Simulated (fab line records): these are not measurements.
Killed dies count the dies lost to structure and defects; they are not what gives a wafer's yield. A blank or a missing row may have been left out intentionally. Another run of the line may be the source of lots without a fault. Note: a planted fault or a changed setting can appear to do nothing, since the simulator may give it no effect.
Code-filled problem report in 8D (eight disciplines) form :: flow sky130 :: the parts of the form that need people (team, actions taken, sign-off) are left out

== 1. THE ISSUE ==
Wafers free of any fault read 210.5 (standard deviation 2.2) for VT_ADJUST_HVTR_TW at SKY_VT_ADJUST_HVTR_TW_MEAS_11, against a mean of 187.8 on 6 wafers of 2 lots. That puts it -10 standard deviations away from the usual mean.
The first sign was on wafer L321.2 at day 13 05:34, on film-metro-01. At this step, 36 wafers from 12 lots have a number in the record. The rule behind "out" and "out of limits": a value lying over 4 standard deviations away from the usual mean. All remaining wafers that have a number are taken as sound.

== 2. WHAT IT IS; WHAT IT IS NOT ==
question: which readings at this step
is: VT_ADJUST_HVTR_TW
is not: -

question: which lots
is: L321, L324
is not: L310, L311, L313, L314, L316, L319, L320, L330, L331, L332

question: which wafers of those lots
is: all that have a number
is not: -

question: read on which gauges
is: film-metro-01
is not: film-metro-03, film-metro-04

question: when
is: from day 13 05:34
is not: up to then (21 sound wafers); but 9 sound wafers of L330, L331, L332 came after

== 3. THE SUSPECTS, EACH WITH WHAT RULES IT OUT ==
Counting: any tool at a process step up to the reading is kept as a suspect provided that every lot that is out went through it and no sound lot did after the first of them.
- ruled out: the gauge at SKY_VT_ADJUST_HVTR_TW_MEAS_11. All the wafers that are out were read on film-metro-01, but those of them that SKY_VT_ADJUST_HVTR_IMPLANT_09 has rows for are out there too, on other tools.
- implanter-02 at SKY_VT_ADJUST_HVTR_IMPLANT_09: kept. All lots that are out passed through it, beginning with L321 at day 13 05:20, and no sound lot followed; its final sound lot before that point was L320 at day 12 23:01. On those wafers its own readings are out: dose-ions-cm2, faraday-current-uA.
- plasma-asher-03 at SKY_VT_ADJUST_HVTR_STRIP_10 (strips in O2/N2): ruled out as a lasting fault. Sound lots L330 ran on it after its first lot that is out, L321 (day 13 05:28).
Remaining after the count: implanter-02 at SKY_VT_ADJUST_HVTR_IMPLANT_09.

== 4. THE CAUSE (what the simulator had put in) ==
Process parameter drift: implanter-02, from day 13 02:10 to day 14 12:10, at SKY_VT_ADJUST_HVTR_IMPLANT_09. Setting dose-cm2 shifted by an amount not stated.
The count eliminated every tool but this one.

== 5. THE CHAIN OF EFFECTS, in route order ==
One row per reading whose mean, taken over the struck wafers that have a number, lies over 3 standard deviations from the usual. Only readings whose record carries a usual standard deviation are examined. hours: median over the lots of the time between each lot's start at the first step of this table that gives one and its start at this step. sigmas: the change, counted in usual standard deviations.
hours: 0
step: SKY_VT_ADJUST_HVTR_IMPLANT_09
reading: dose-ions-cm2
usual: 2.1006e+12
on struck wafers: 1.3872e+12
change: -7.1337e+11
sigmas: -99 or more

hours: 0
step: SKY_VT_ADJUST_HVTR_IMPLANT_09
reading: faraday-current-uA
usual: 11.86
on struck wafers: 7.84
change: -4.02
sigmas: -17

hours: 0
step: SKY_VT_ADJUST_HVTR_TW_MEAS_11
reading: VT_ADJUST_HVTR_TW
usual: 210.5
on struck wafers: 187.8
change: -22.7
sigmas: -10
It contains these process steps:
- SKY_VT_ADJUST_HVTR_IMPLANT_09

== 6. WHAT WOULD HAVE CAUGHT IT SOONER ==
In this record the first reading out of limits at a measuring or inspecting step was taken at day 13 05:34, 3 hours after the fault began at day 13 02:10.
The tool's own readings at SKY_VT_ADJUST_HVTR_IMPLANT_09 were out on every struck wafer that the step has a row for (dose-ions-cm2, faraday-current-uA): an alarm limit on them would have fired on the first of those.
L324, from the lots that are out (2), started SKY_VT_ADJUST_HVTR_IMPLANT_09 on implanter-02 later than day 13 05:34. Had the tool been put on hold then, it would have been spared.
